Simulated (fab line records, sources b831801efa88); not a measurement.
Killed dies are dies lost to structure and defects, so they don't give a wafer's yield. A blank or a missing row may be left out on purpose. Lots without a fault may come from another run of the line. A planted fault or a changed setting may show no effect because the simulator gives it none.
Which tool did it? | flow sky130 | 13 lots, 39 wafers sampled, at 4 steps of a route of 708

WHAT THE GAUGES READ, wafer by wafer
SKY_VT_ADJUST_HVTR_OVL_MEAS_08.
lot  | measured     | on         | VT_ADJUST_HVTR_OVL (nm)
L847 | day 9 18:09  | overlay-01 | 2.2 1.7 0.5
L850 | day 10 08:51 | overlay-02 | -2.1 0.1 -1.8
L851 | day 10 18:31 | overlay-02 | 1.0 -0.6 -0.1
L852 | day 10 22:22 | overlay-02 | -2.8 -2.6 -1.9
L854 | day 11 14:04 | overlay-01 | -0.4 -2.7 -0.3
L855 | day 11 22:37 | overlay-02 | -2.3 -1.0 -0.1
L856 | day 12 06:40 | overlay-02 | -0.5 -0.2 -1.4
L857 | day 12 15:19 | overlay-01 | -0.3 0.3 -1.2
L859 | day 13 01:13 | overlay-01 | 0.1 0.6 0.0
L862 | day 14 01:49 | overlay-01 | 0.2 1.5 1.4
L863 | day 14 07:25 | overlay-02 | -1.5 0.3 -0.8
L869 | day 16 05:21 | overlay-01 | 0.0 3.3 1.8
L870 | day 17 19:10 | overlay-01 | 0.5 1.8 0.9

SKY_POLY_GATE_CD_MEAS_13: target cd 150 nm.
lot  | measured     | on        | cd_nm (nm)
L847 | day 16 14:05 | cd_sem-02 | 149.0 149.5 149.1
L850 | day 17 10:17 | cd_sem-01 | 149.2 149.6 148.3
L851 | day 17 23:04 | cd_sem-01 | 150.9 151.4 151.8
L852 | day 18 07:17 | cd_sem-01 | 149.6 148.3 149.7
L854 | day 19 01:11 | cd_sem-02 | 148.3 148.5 149.5
L855 | day 19 12:06 | cd_sem-02 | 147.7 150.3 149.4
L856 | day 19 21:35 | cd_sem-01 | 151.5 151.7 152.2
L857 | day 20 06:03 | cd_sem-01 | 150.2 150.3 150.9
L859 | day 20 20:12 | cd_sem-01 | 147.9 148.3 148.3
L862 | day 22 00:17 | cd_sem-01 | 148.1 150.0 150.8
L869 | day 24 20:41 | cd_sem-01 | 150.8 150.9 151.4
L870 | day 25 16:31 | cd_sem-01 | 150.4 149.6 150.3

WHICH TOOL RAN EACH LOT (tool, then ch and the chambers of the sampled wafers, then the start)
lot  | SKY_VT_ADJUST_PCH_STRIP_09           | SKY_GATE_OXIDE_STRIP_13
L847 | plasma_asher-01 ch 0,1, day 10 16:42 | plasma_asher-04 ch 0, day 14 01:37
L850 | plasma_asher-04 ch 0,1, day 11 08:11 | plasma_asher-04 ch 0,1, day 14 18:20
L851 | plasma_asher-02 ch 0,1, day 11 18:40 | plasma_asher-02 ch 0,1, day 15 07:57
L852 | plasma_asher-01 ch 0,1, day 11 22:13 | plasma_asher-03 ch 0,1, day 15 14:46
L854 | plasma_asher-01 ch 0,1, day 12 14:40 | plasma_asher-03 ch 0,1, day 16 09:13
L855 | plasma_asher-04 ch 0,1, day 12 23:16 | plasma_asher-02 ch 0,1, day 16 16:14
L856 | plasma_asher-02 ch 0,1, day 13 08:11 | plasma_asher-04 ch 0,1, day 17 02:23
L857 | plasma_asher-02 ch 0,1, day 13 16:13 | plasma_asher-03 ch 0,1, day 17 10:52
L859 | plasma_asher-04 ch 0,1, day 14 03:12 | plasma_asher-04 ch 0,1, day 17 23:25
L862 | plasma_asher-02 ch 0,1, day 15 04:53 | plasma_asher-02 ch 0,1, day 19 02:05
L863 | plasma_asher-04 ch 0,1, day 15 11:10 | plasma_asher-02 ch 0,1, day 19 13:59
L869 | plasma_asher-01 ch 1, day 17 10:41   | plasma_asher-03 ch 0,1, day 21 15:56
L870 | plasma_asher-02 ch 0,1, day 19 00:51 | plasma_asher-04 ch 0,1, day 23 01:49
- SKY_VT_ADJUST_PCH_STRIP_09: strips in O2/N2.
- SKY_GATE_OXIDE_STRIP_13: strips in O2/N2.

WHAT THE TOOLS THEMSELVES READ (means of the sampled wafers that have a number; where no wafer has one, the mark that the record gives instead)
SKY_VT_ADJUST_PCH_STRIP_09.
lot  | tool            | drypump_motor_current_A (A) | oes_product_au (a.u.) | strip_time_to_endpoint_s (s)
L847 | plasma_asher-01 | 5.9                         | 0.722                 | 36.93
L850 | plasma_asher-04 | 5.1                         | 0.720                 | 36.89
L851 | plasma_asher-02 | 5.4                         | 0.723                 | 36.81
L852 | plasma_asher-01 | 5.9                         | 0.719                 | 36.95
L854 | plasma_asher-01 | 5.9                         | 0.722                 | 36.93
L855 | plasma_asher-04 | 5.1                         | 0.719                 | 36.97
L856 | plasma_asher-02 | 5.7                         | 0.720                 | 36.83
L857 | plasma_asher-02 | 5.7                         | 0.726                 | 36.96
L859 | plasma_asher-04 | 5.1                         | 0.722                 | 36.80
L862 | plasma_asher-02 | 5.7                         | 0.727                 | 36.87
L863 | plasma_asher-04 | 5.1                         | 0.722                 | 36.76
L869 | plasma_asher-01 | 5.6                         | 0.717                 | 37.07
L870 | plasma_asher-02 | 5.7                         | 0.721                 | 37.01

SKY_GATE_OXIDE_STRIP_13.
lot  | tool            | drypump_motor_current_A (A) | oes_product_au (a.u.) | strip_time_to_endpoint_s (s)
L847 | plasma_asher-04 | 5.0                         | 0.711                 | 14.14
L850 | plasma_asher-04 | 5.1                         | 0.715                 | 14.19
L851 | plasma_asher-02 | 5.4                         | 0.712                 | 14.14
L852 | plasma_asher-03 | 5.5                         | 0.709                 | 14.15
L854 | plasma_asher-03 | 5.8                         | 0.713                 | 14.16
L855 | plasma_asher-02 | 5.7                         | 0.716                 | 14.19
L856 | plasma_asher-04 | 5.1                         | 0.717                 | 14.20
L857 | plasma_asher-03 | 5.8                         | 0.717                 | 14.17
L859 | plasma_asher-04 | 5.1                         | 0.715                 | 14.16
L862 | plasma_asher-02 | 5.7                         | 0.712                 | 14.18
L863 | plasma_asher-02 | 5.4                         | 0.943                 | -
L869 | plasma_asher-03 | 5.8                         | 0.717                 | 14.11
L870 | plasma_asher-04 | 5.1                         | 0.716                 | 14.13

THE ANSWER, worked out from the rows above alone
Rule: what is usual is taken from the lots themselves. Put in order of their means at a reading, lots are off if they are a third of the lots or fewer, leave a main group of 4 or more, and stand apart from it by a gap of 3 or more times the standard deviation of the main group's means; of several such gaps the widest counts. A main group whose means are all the same, to the digits that the tables above print for the reading, isn't used. A lot without any number at a reading at which 4 lots or more have one is off too. The other lots that the step has rows for count as sound. The gauges are gone through in route order, then the tools' own readings, and for those a lot's mean is taken as printed above. The first step at which some lot is off is used, and at that step the reading that is off furthest; a lot without a number counts as furthest.
Off: L863, at SKY_GATE_OXIDE_STRIP_13 (strip_time_to_endpoint_s). Without a number there: L863. The main group: mean 14.16 s, standard deviation 0.026.
A tool fits if, at that step or a process step before it, it ran every lot that is off, and no sound lot after the first of them. Can't be told from this: 2 tools fit, plasma_asher-04 at SKY_VT_ADJUST_PCH_STRIP_09, plasma_asher-02 at SKY_GATE_OXIDE_STRIP_13.

WHAT THE SIMULATOR HAD PUT IN
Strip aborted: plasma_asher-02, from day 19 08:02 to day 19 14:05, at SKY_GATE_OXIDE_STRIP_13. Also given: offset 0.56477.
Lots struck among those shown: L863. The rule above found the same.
